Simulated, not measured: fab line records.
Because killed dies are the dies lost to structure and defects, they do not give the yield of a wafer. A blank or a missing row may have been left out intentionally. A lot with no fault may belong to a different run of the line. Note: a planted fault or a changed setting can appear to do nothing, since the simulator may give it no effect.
fab line records ; flow sky130
[record] lots = 5; wafers = 14; lastDay = 50
route steps=708 shown METAL4@627 VIA4@639 PAD_OPEN@708
lots with no fault: from the same line, run without faults
startH: the number of hours between the record's first day and the start of the first shown wafer of the lot ; waitH: hours since the lot's step before ; " unchanged from the row above ; L1.1+2: several wafers, shown together as one row ; - either no value or no given start ; * or withheld: withheld ; < > ~ a bound
route shown NAME@n: a module of which the file shows steps, and the number in the route of the first ; usual: average and standard deviation across the fault-free wafers ; same: alike in all rows ; chamber/n: place in a boat ; sites: per-site readings ; _std_site: standard deviation across them ; _edge_site: the outer-site mean with the inner-site mean subtracted ; radiusMm: how far each site lies from the wafer's centre ; mask NAME#n: copy n ; behind: the tool/chamber that last shaped the wafer ; hold: what put the lot on hold/how long, in hours/how the hold closed ; device: transistor that didn't switch, given as n, p or np ; end of line: at the end of the route, the tests of the same wafers ; for a step that has no rows: nothing shown but its recipe ; killed: at the first sort, the dies lost to defects and structure; wafer yield is something else ; map: dies across one wafer; x = killed, . = not, _ = none there
set.NAME: the run value of the setting; set.NAME@STEP: its run value at that earlier step ; model.NAME: the simulator's own value behind a step, which no gauge read
a table for each step, a row for each wafer; lots at some steps of the route
services: a tool's chamber out of use, with start hour (startH, from the record's first day; less than 0 if before it), hours out, and reason
[[steps]]
[step SKY_METAL4_PEB_11]
[recipe] pebTempC = withheld; pebTimeS = withheld; resist = KrF-thick
[step SKY_METAL4_DEVELOP_12]
[recipe] developTimeS = 60; resist = KrF-thick; devTempC = 21
[step SKY_METAL4_CD_MEAS_13]
[recipe] targetCdNm = 300
[usual] cdNm = 299.8/1.3
lot.wafer;tool;chamber;startH;waitH;cdNm
L105.2;cdSem-01;-;1010.50;-;301.5
L105.3;cdSem-01;-;1010.50;-;299.9
L105.5;cdSem-01;-;1010.50;-;299.6
L109.3;cdSem-02;-;1031.52;-;299.3
L109.5;cdSem-02;-;1031.52;-;300.1
L109.6;cdSem-02;-;1031.52;-;299.9
L113.2;cdSem-02;-;1053.40;-;300.3
L113.4;cdSem-02;-;1053.40;-;300.4
L122.1;cdSem-02;-;1104.93;-;300.7
L122.4;cdSem-02;-;1104.93;-;301.3
L122.6;cdSem-02;-;1104.93;-;302.4
L125.3;cdSem-02;-;1113.53;-;299.4
L125.4;cdSem-02;-;1113.53;-;298.8
L125.5;cdSem-02;-;1113.53;-;297.8
[step SKY_METAL4_OVL_MEAS_14]
[usual] METAL4_OVL = -3/5.6
lot.wafer;tool;chamber;startH;waitH;METAL4_OVL[nm]
L105.2;overlay-01;-;1010.60;0.1;-7
L105.3;overlay-01;-;1010.60;0.1;-5
L105.5;overlay-01;-;1010.60;0.1;-2
L109.3;overlay-02;-;1031.61;0.1;-10
L109.5;overlay-02;-;1031.61;0.1;-3
L109.6;overlay-02;-;1031.61;0.1;-5
L113.2;overlay-01;-;1053.50;0.1;-1
L113.4;overlay-01;-;1053.50;0.1;-4
L122.1;overlay-02;-;1105.05;0.1;1
L122.4;overlay-02;-;1105.05;0.1;2
L122.6;overlay-02;-;1105.05;0.1;-4
L125.3;overlay-01;-;1113.62;0.1;2
L125.4;overlay-01;-;1113.62;0.1;5
L125.5;overlay-01;-;1113.62;0.1;4
[step SKY_METAL4_DESCUM_15]
[recipe] chemistry = O2; sourcePowerW = 150; biasPowerW = 0; pressureMtorr = 10; tempC = 40; timeS = 8
[usual] drypumpMotorCurrentA = 5.5/0.4; oesProductAu = 0.995/0.0078; rfFwdPowerW = 147.0/0.64
lot.wafer;tool;chamber;startH;waitH;drypumpMotorCurrentA;oesProductAu;rfFwdPowerW;rfHoursCounterH
L105.2;rieMetal-01;1;1010.63;0.0;5.7;0.997;146.3;7
L105.3;rieMetal-01;1;1010.63;0.0;5.7;1.001;146.1;-
L105.5;rieMetal-01;1;1010.63;0.0;5.7;0.997;146.4;-
L109.3;rieMetal-01;0;1031.64;0.0;4.9;0.995;147.9;-
L109.5;rieMetal-01;0;1031.64;0.0;4.9;0.992;148.0;-
L109.6;rieMetal-01;1;1031.64;0.0;5.7;1.002;146.1;-
L113.2;rieMetal-02;0;1053.53;0.0;5.8;0.992;147.7;14
L113.4;rieMetal-02;0;1053.53;0.0;5.8;0.992;147.5;-
L122.1;rieMetal-02;1;1105.08;0.0;5.2;0.987;146.2;10
L122.4;rieMetal-02;1;1105.08;0.0;5.2;0.993;146.6;-
L122.6;rieMetal-02;1;1105.08;0.0;5.2;1.001;146.2;-
L125.3;rieMetal-01;0;1113.65;0.0;4.9;0.997;148.1;-
L125.4;rieMetal-01;1;1113.65;0.0;5.7;1.006;147.1;-
L125.5;rieMetal-01;0;1113.65;0.0;4.9;0.987;147.3;-
[step SKY_METAL4_ETCH_16]
[recipe] chemistry = N2/H2; target = BARC; ionEnergyEv = 200; biasW = 100; pressureMtorr = 30; n2FlowSccm = 100; h2FlowSccm = 200; icpW = 500; stopOn = SiO2; timeS = 88.2; targetDepthA = 600
[usual] drypumpMotorCurrentA = 5.5/0.4; n2FlowSccm = 100.01/0.29; oesProductAu = 0.626/0.0045; rfFwdPowerW = 497.1/1.5; throttleValvePct = 13.205/0.0084
lot.wafer;tool;chamber;startH;waitH;drypumpMotorCurrentA;n2FlowSccm;oesProductAu;rfFwdPowerW;rfHoursCounterH;throttleValvePct
L105.2;rieMetal-01;1;1010.67;0.0;5.7;99.51;0.618;496.2;7;13.209
L105.3;rieMetal-01;1;1010.67;0.0;5.7;100.01;0.633;497.4;-;13.198
L105.5;rieMetal-01;1;1010.67;0.0;5.7;99.75;0.630;496.7;-;13.193
L109.3;rieMetal-01;0;1031.70;0.0;5.0;99.95;0.624;497.2;-;13.198
L109.5;rieMetal-01;0;1031.70;0.0;5.0;100.38;0.622;497.7;-;13.212
L109.6;rieMetal-01;1;1031.70;0.0;5.7;100.33;0.629;494.1;-;13.208
L113.2;rieMetal-02;0;1053.57;0.0;5.8;100.05;0.629;496.5;14;13.209
L113.4;rieMetal-02;0;1053.57;0.0;5.8;99.67;0.628;496.2;-;13.215
L122.1;rieMetal-02;1;1105.12;0.0;5.2;100.10;0.621;497.8;10;13.214
L122.4;rieMetal-02;1;1105.12;0.0;5.2;100.29;0.631;495.9;-;13.190
L122.6;rieMetal-02;1;1105.12;0.0;5.2;100.60;0.632;496.1;-;13.205
L125.3;rieMetal-01;0;1113.71;0.0;4.9;100.08;0.624;498.4;-;13.216
L125.4;rieMetal-01;1;1113.71;0.0;5.7;100.27;0.629;496.1;-;13.203
L125.5;rieMetal-01;0;1113.71;0.0;5.0;99.58;0.627;500.3;-;13.223
[step SKY_METAL4_ETCH_17]
[recipe] target = SiO2; stopOn = TiN; chemistry = C4F8/O2/Ar; sourceW = 1500; biasW = 1200; pressureMtorr = 40; c4f8FlowSccm = withheld; O2_flow_sccm = 6; Ar_flow_sccm = 300; timeS = 3.9; targetDepthA = 150
[usual] oesProductAu = 0.758/0.0068; rfFwdPowerW = 1466/7.2
lot.wafer;tool;chamber;startH;waitH;oesProductAu;rfFwdPowerW
L105.2;rieDiel-02;2;1010.76;0.1;0.750;1453
L105.3;rieDiel-02;0;1010.76;0.1;0.749;1471
L105.5;rieDiel-02;1;1010.76;0.1;0.756;1466
L109.3;rieDiel-01;3;1031.76;0.0;0.745;1459
L109.5;rieDiel-01;1;1031.76;0.0;0.760;1458
L109.6;rieDiel-01;2;1031.76;0.0;0.757;1477
L113.2;rieDiel-01;0;1053.66;0.1;0.758;1470
L113.4;rieDiel-01;1;1053.66;0.1;0.770;1470
L122.1;rieDiel-02;0;1105.21;0.1;0.757;1461
L122.4;rieDiel-02;1;1105.21;0.1;0.762;1465
L122.6;rieDiel-02;2;1105.21;0.1;0.771;1466
L125.3;rieDiel-01;0;1113.77;0.0;0.766;1464
L125.4;rieDiel-01;3;1113.77;0.0;0.769;1459
L125.5;rieDiel-01;2;1113.77;0.0;0.759;1472
[step SKY_METAL4_METAL_ETCH_18]
[recipe] targetDepthA = 8450; stopOn = SiO2; overEtchFrac = 0.3; timeS = 183.1; chemistry = Cl2/BCl3; resistSidewallDeg = 88; pressureMtorr = 10; icpW = 900; biasW = 48.5; Cl2_flow_sccm = 60; bcl3FlowSccm = 30
[step SKY_METAL4_STRIP_19]
[recipe] chemistry = O2/N2; powerW = 1400; pressureMtorr = 1500; platenTempC = withheld; o2FlowSccm = 3000; n2FlowSccm = 300; overashFraction = 0.5
[usual] drypumpMotorCurrentA = 5.4/0.38; n2FlowSccm = 300.0/0.93; oesProductAu = 0.504/0.0047; stripTimeToEndpointS = 6.59/0.06
lot.wafer;tool;chamber;startH;waitH;drypumpMotorCurrentA;n2FlowSccm;oesProductAu;rfHoursCounterH;stripTimeToEndpointS
L105.2;plasmaAsher-01;1;1010.96;0.1;5.7;299.5;0.507;27;6.60
L105.3;plasmaAsher-01;1;1010.96;0.1;5.7;300.7;0.512;-;6.66
L105.5;plasmaAsher-01;0;1010.96;0.1;5.9;300.4;0.506;-;6.58
L109.3;plasmaAsher-01;0;1031.99;0.1;5.9;300.6;0.503;-;6.57
L109.5;plasmaAsher-01;0;1031.99;0.1;5.9;298.2;0.501;-;6.61
L109.6;plasmaAsher-01;1;1031.99;0.1;5.7;299.3;0.502;-;6.61
L113.2;plasmaAsher-01;0;1053.86;0.1;5.8;299.2;0.496;31;6.45
L113.4;plasmaAsher-01;0;1053.86;0.1;5.9;299.6;0.503;-;6.51
L122.1;plasmaAsher-01;1;1105.41;0.1;5.7;298.0;0.505;36;6.61
L122.4;plasmaAsher-01;1;1105.41;0.1;5.7;300.7;0.497;-;6.49
L122.6;plasmaAsher-01;0;1105.41;0.1;5.9;300.6;0.505;-;6.61
L125.3;plasmaAsher-01;0;1114.00;0.1;5.8;300.1;0.516;-;6.66
L125.4;plasmaAsher-01;1;1114.00;0.1;5.7;298.9;0.506;-;6.65
L125.5;plasmaAsher-01;0;1114.00;0.1;5.8;301.0;0.512;-;6.69
[step SKY_METAL4_STRIP_20]
[recipe] chemistry = postEtchResidueRemover; timeS = 1200; tempC = 72.5
[step SKY_METAL4_CLEAN_21]
[recipe] chemistry = IPA; timeS = 180; tempC = 25
[step SKY_METAL4_CLEAN_22]
[recipe] chemistry = O3/DIW; dry = n2Spin
[step SKY_VIA4_HDPCVD_00]
[recipe] material = SiO2; targetThkNm = 1750; sigmaOpenFrac = 0.3; timeS = 291.7; tempC = 400; sih4FlowSccm = 60; pressureMtorr = 6
[usual] runLengthS = 319.8/0.65
lot.wafer;tool;chamber;startH;waitH;runLengthS;model.SiO2_of_VIA4_HDPCVD_00.thkNm
L105.2;hdpcvd-01;0;1011.55;0.0;320.8;1738
L105.3;hdpcvd-01;1;1011.55;0.0;318.7;1737
L105.5;hdpcvd-01;1;1011.55;0.0;319.5;1743
L109.3;hdpcvd-02;1;1032.57;0.0;319.7;1722
L109.5;hdpcvd-02;2;1032.57;0.0;320.8;1742
L109.6;hdpcvd-02;1;1032.57;0.0;319.4;1725
L113.2;hdpcvd-01;2;1054.49;0.0;320.7;1792
L113.4;hdpcvd-01;1;1054.49;0.0;327.7;1821
L122.1;hdpcvd-02;0;1106.02;0.0;319.3;1777
L122.4;hdpcvd-02;1;1106.02;0.0;319.8;1755
L122.6;hdpcvd-02;0;1106.02;0.0;319.6;1763
L125.3;hdpcvd-01;0;1114.61;0.0;320.1;1789
L125.4;hdpcvd-01;1;1114.61;0.0;318.9;1787
L125.5;hdpcvd-01;0;1114.61;0.0;320.2;1780
[step SKY_VIA4_THK_MEAS_01]
[recipe] reads = SiO2_of_VIA4_HDPCVD_00
[usual] VIA4_HDPCVD_THK = 1757/18
lot.wafer;tool;chamber;startH;waitH;VIA4_HDPCVD_THK[nm]
L105.2;filmMetro-04;-;1011.74;0.1;1737
L105.3;filmMetro-04;-;1011.74;0.1;1737
L105.5;filmMetro-04;-;1011.74;0.1;1743
L109.3;filmMetro-02;-;1032.76;0.1;1721
L109.5;filmMetro-02;-;1032.76;0.1;1743
L109.6;filmMetro-02;-;1032.76;0.1;1724
L113.2;filmMetro-02;-;1054.68;0.1;1792
L113.4;filmMetro-02;-;1054.68;0.1;1821
L122.1;filmMetro-01;-;1106.26;0.2;1778
L122.4;filmMetro-01;-;1106.26;0.2;1756
L122.6;filmMetro-01;-;1106.26;0.2;1763
L125.3;filmMetro-02;-;1114.81;0.1;1788
L125.4;filmMetro-02;-;1114.81;0.1;1787
L125.5;filmMetro-02;-;1114.81;0.1;1780
[step SKY_VIA4_CMP_02]
[recipe] material = SiO2; downForcePsi = 4; platenRpm = 60; padVelocityMS = 0.94248
[usual] motorCurrentA = 11.7/1; slurryFlowMlMin = 150.0/0.48
lot.wafer;tool;chamber;startH;waitH;motorCurrentA;slurryFlowMlMin
L105.2;cmp-01;0;1011.84;0.1;13.3;150.4
L105.3;cmp-01;2;1011.84;0.1;10.2;149.2
L105.5;cmp-01;3;1011.84;0.1;11.3;149.9
L109.3;cmp-01;1;1032.85;0.1;11.7;149.2
L109.6;cmp-01;0;1032.85;0.1;12.9;149.9
L109.5;cmp-01;1;1032.85;0.1;11.8;149.4
L113.4;cmp-01;1;1054.73;0.0;11.4;150.1
L113.2;cmp-01;0;1054.73;0.0;13.0;150.3
L122.1;cmp-02;3;1106.32;0.1;11.9;150.0
L122.4;cmp-02;2;1106.32;0.1;11.9;150.5
L122.6;cmp-02;3;1106.32;0.1;10.8;150.1
L125.4;cmp-01;1;1115.20;0.4;11.9;149.8
L125.3;cmp-01;2;1115.20;0.4;10.1;150.3
L125.5;cmp-01;0;1115.20;0.4;12.9;150.5
[step SKY_PAD_OPEN_PROBE_99]
[usual] defectLimitedYield = 82.4/1.9; killed_at_M0_to_M3 = 43/7.5; killed_at_M4_up = 3.3/1.9; killedAtContacts = 24/4.6; killedAtFrontEnd = 16/4.9; killedAtOther = 0.2/0.46; killedDies = 87/9.1; killedOpen = 47/7.4; killedShort = 39/6.6; sort_bin_3_pad_short = 0.9/0.43; sort_bin_5_function = 10.3/1.4; sort_bin_6_memory = 6.4/1.1; sortNPass = 405/9.1; sortYieldPct = 82.4/1.9
[same] grossDies = 492; killedAtBackSide = 0; sort_bin_4_leakage[%] = 0; sort_bin_8_speed[%] = 0
lot.wafer;tool;chamber;startH;waitH;defectLimitedYield[%];killed_at_M0_to_M3;killed_at_M4_up;killedAtContacts;killedAtFrontEnd;killedAtOther;killedDies;killedOpen;killedShort;sort_bin_3_pad_short[%];sort_bin_5_function[%];sort_bin_6_memory[%];sortNPass;sortYieldPct[%]
L105.2;prober-02;-;1103.85;0.1;82.1;56;3;23;6;0;88;41;47;1.4;10.2;6.3;404;82.1
L105.3;prober-02;-;1103.90;0.2;83.1;47;5;25;5;1;83;49;34;0.8;9.8;6.3;409;83.1
L105.5;prober-02;-;1104.00;0.2;79.1;57;3;25;17;1;103;68;35;1.8;10.2;8.9;389;79.1
L109.3;prober-01;-;1121.15;0.2;79.5;43;4;27;27;0;101;34;65;2.0;11.4;7.1;391;79.5
L109.5;prober-01;-;1121.25;0.2;80.9;45;4;26;18;1;94;40;53;1.2;10.8;7.1;398;80.9
L109.6;prober-01;-;1121.30;0.2;81.1;58;0;17;17;1;93;58;35;0.8;10.2;7.9;399;81.1
L113.2;prober-01;-;1140.57;0.1;79.3;56;2;26;17;1;102;52;48;0.6;11.8;8.3;390;79.3
L113.4;prober-01;-;1140.67;0.2;81.3;44;3;26;19;0;92;42;50;1.2;11.6;5.9;400;81.3
L122.1;prober-01;-;1183.91;0.1;85.8;34;3;22;11;0;70;29;41;0.6;7.5;6.1;422;85.8
L122.4;prober-01;-;1184.06;0.2;82.9;32;4;33;15;0;84;46;38;2.0;9.6;5.5;408;82.9
L122.6;prober-01;-;1184.16;0.2;85.0;27;5;33;9;0;74;37;37;0.8;8.5;5.7;418;85.0
L125.3;prober-01;-;1190.40;0.2;85.6;29;2;25;15;0;71;32;39;1.4;7.7;5.3;421;85.6
L125.4;prober-01;-;1190.45;0.2;82.7;36;1;33;15;0;85;47;38;0.4;11.4;5.5;407;82.7
L125.5;prober-01;-;1190.50;0.2;82.7;37;7;28;13;0;85;40;44;1.6;10.0;5.7;407;82.7
// killed by level:class
L105.2 VIA1:geometricParticle:open=12 VIA2:geometricParticle:open=10 VIA1:geometricParticle:short=8 METAL1:geometricParticle:short=7 CONTACT:geometricParticle:short=6 LI_CONTACT:geometricParticle:open=5 CONTACT:geometricParticle:open=5 METAL2:geometricParticle:short=5
L105.3 VIA1:geometricParticle:open=15 CONTACT:geometricParticle:open=9 VIA1:geometricParticle:short=6 LI_CONTACT:geometricParticle:open=5 METAL1:geometricParticle:short=5 VIA2:geometricParticle:open=5 CONTACT:geometricParticle:short=4 LI_CONTACT:geometricParticle:short=3
L105.5 VIA1:geometricParticle:open=17 VIA2:geometricParticle:open=14 CONTACT:geometricParticle:open=11 VIA3:geometricParticle:open=8 METAL1:geometricParticle:short=5 POLY_GATE:geometricParticle:short=4 LI_CONTACT:geometricParticle:open=4 LOCAL_INTERCONNECT:geometricParticle:short=4
L109.3 METAL1:geometricParticle:short=12 FIELD_ISO:geometricParticle:open=10 METAL2:geometricParticle:short=10 FIELD_ISO:geometricParticle:short=8 CONTACT:geometricParticle:short=8 LI_CONTACT:geometricParticle:short=7 CONTACT:geometricParticle:open=7 LOCAL_INTERCONNECT:geometricParticle:short=5
L109.5 METAL2:geometricParticle:short=10 VIA1:geometricParticle:short=8 METAL1:geometricParticle:short=8 LI_CONTACT:geometricParticle:open=7 CONTACT:geometricParticle:open=7 VIA1:geometricParticle:open=6 FIELD_ISO:geometricParticle:open=5 LOCAL_INTERCONNECT:geometricParticle:short=4
L109.6 VIA1:geometricParticle:open=17 VIA3:geometricParticle:open=11 LI_CONTACT:geometricParticle:open=5 CONTACT:geometricParticle:open=5 VIA1:geometricParticle:short=5 FIELD_ISO:geometricParticle:open=4 POLY_GATE:geometricParticle:short=4 METAL1:geometricParticle:open=4
L113.2 VIA3:geometricParticle:open=11 VIA1:geometricParticle:open=8 METAL1:geometricParticle:short=8 CONTACT:geometricParticle:short=7 VIA2:geometricParticle:open=7 FIELD_ISO:geometricParticle:open=6 LOCAL_INTERCONNECT:geometricParticle:short=6 CONTACT:geometricParticle:open=5
L113.4 VIA1:geometricParticle:open=10 POLY_GATE:geometricParticle:short=9 LI_CONTACT:geometricParticle:open=9 CONTACT:geometricParticle:open=9 VIA1:geometricParticle:short=8 METAL2:geometricParticle:short=6 POLY_GATE:geometricParticle:open=4 METAL3:geometricParticle:short=4
L122.1 CONTACT:geometricParticle:open=9 METAL1:geometricParticle:short=6 CONTACT:geometricParticle:short=5 VIA1:geometricParticle:open=5 METAL2:geometricParticle:short=5 VIA3:geometricParticle:open=4 LOCAL_INTERCONNECT:geometricParticle:short=4 POLY_GATE:geometricParticle:short=3
L122.4 CONTACT:geometricParticle:open=15 VIA1:geometricParticle:open=8 LI_CONTACT:geometricParticle:open=7 CONTACT:geometricParticle:short=7 VIA3:geometricParticle:short=6 POLY_GATE:geometricParticle:short=5 METAL2:geometricParticle:short=5 METAL1:geometricParticle:short=4
L122.6 CONTACT:geometricParticle:open=11 LOCAL_INTERCONNECT:geometricParticle:short=7 METAL1:geometricParticle:short=6 FIELD_ISO:geometricParticle:open=4 LI_CONTACT:geometricParticle:short=4 LI_CONTACT:geometricParticle:open=4 CONTACT:geometricParticle:short=4 VIA1:geometricParticle:open=4
L125.3 CONTACT:geometricParticle:open=11 FIELD_ISO:geometricParticle:short=7 VIA1:geometricParticle:open=6 LI_CONTACT:geometricParticle:open=5 CONTACT:geometricParticle:short=5 VIA1:geometricParticle:short=4 LOCAL_INTERCONNECT:geometricParticle:short=4 METAL1:geometricParticle:short=4
L125.4 CONTACT:geometricParticle:open=11 VIA1:geometricParticle:open=11 FIELD_ISO:geometricParticle:open=7 LI_CONTACT:geometricParticle:open=7 LOCAL_INTERCONNECT:geometricParticle:short=5 CONTACT:geometricParticle:short=5 VIA2:geometricParticle:short=5 VIA1:geometricParticle:short=4
L125.5 CONTACT:geometricParticle:open=9 METAL1:geometricParticle:short=7 VIA1:geometricParticle:open=6 METAL4:geometricParticle:short=6 LI_CONTACT:geometricParticle:open=5 LOCAL_INTERCONNECT:geometricParticle:short=5 CONTACT:geometricParticle:short=5 VIA3:geometricParticle:open=5
[[services]]
tool;chamber;startH;hours;kind
cmp-02;-;987.43;0.3;repair
cmp-01;-;989.73;1.1;repair
hdpcvd-02;-;994.23;1.6;repair
cmp-02;-;1018.07;1.2;repair
rieDiel-01;3;1018.43;3.9;repair
hdpcvd-01;0;1018.45;5.3;repair
plasmaAsher-01;-;1018.81;2.8;pm
cmp-02;-;1022.31;6.0;repair
hdpcvd-01;-;1034.21;1.4;repair
cmp-01;-;1035.27;0.4;repair
cmp-01;-;1045.63;3.7;repair
hdpcvd-02;-;1051.97;0.7;repair
rieDiel-01;3;1061.93;2.2;repair
rieDiel-01;2;1065.69;2.8;repair
rieDiel-01;1;1072.71;5.0;repair
cmp-02;-;1084.24;4.0;pm
cmp-01;-;1088.24;4.6;pm
rieMetal-01;0;1092.61;2.4;repair
rieDiel-01;-;1095.36;14.6;pm
hdpcvd-01;1;1096.65;5.8;repair
hdpcvd-01;-;1104.23;6.0;pm
rieDiel-02;2;1106.56;17.1;repair
hdpcvd-02;-;1110.26;6.0;pm
cmp-02;-;1113.56;4.5;pm
[[key]]
[firstSign] step = SKY_VIA4_HDPCVD_00; reading = runLengthS; direction = up; sigmas = 12; usual = *; struck = *
[effect] step = SKY_VIA4_THK_MEAS_01; reading = VIA4_HDPCVD_THK; direction = up; sigmas = 3.6; usual = 1757; struck = 1821
[modelEffect] step = SKY_VIA4_HDPCVD_00; value = SiO2_of_VIA4_HDPCVD_00.thkNm; without = 1768; struck = 1821
metAt SKY_VIA4_HDPCVD_00
struckWafers L113.4
onsetBetween 1011.55 1054.49
[fault] kind = processParameterDrift; tool = hdpcvd-01; chamber = -; onsetH = 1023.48; steps = SKY_VIA4_HDPCVD_00; channel = timeS; offset = *; shape = step; endH = 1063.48; scope = struckWafersOnly; actsIn = *; stated = *
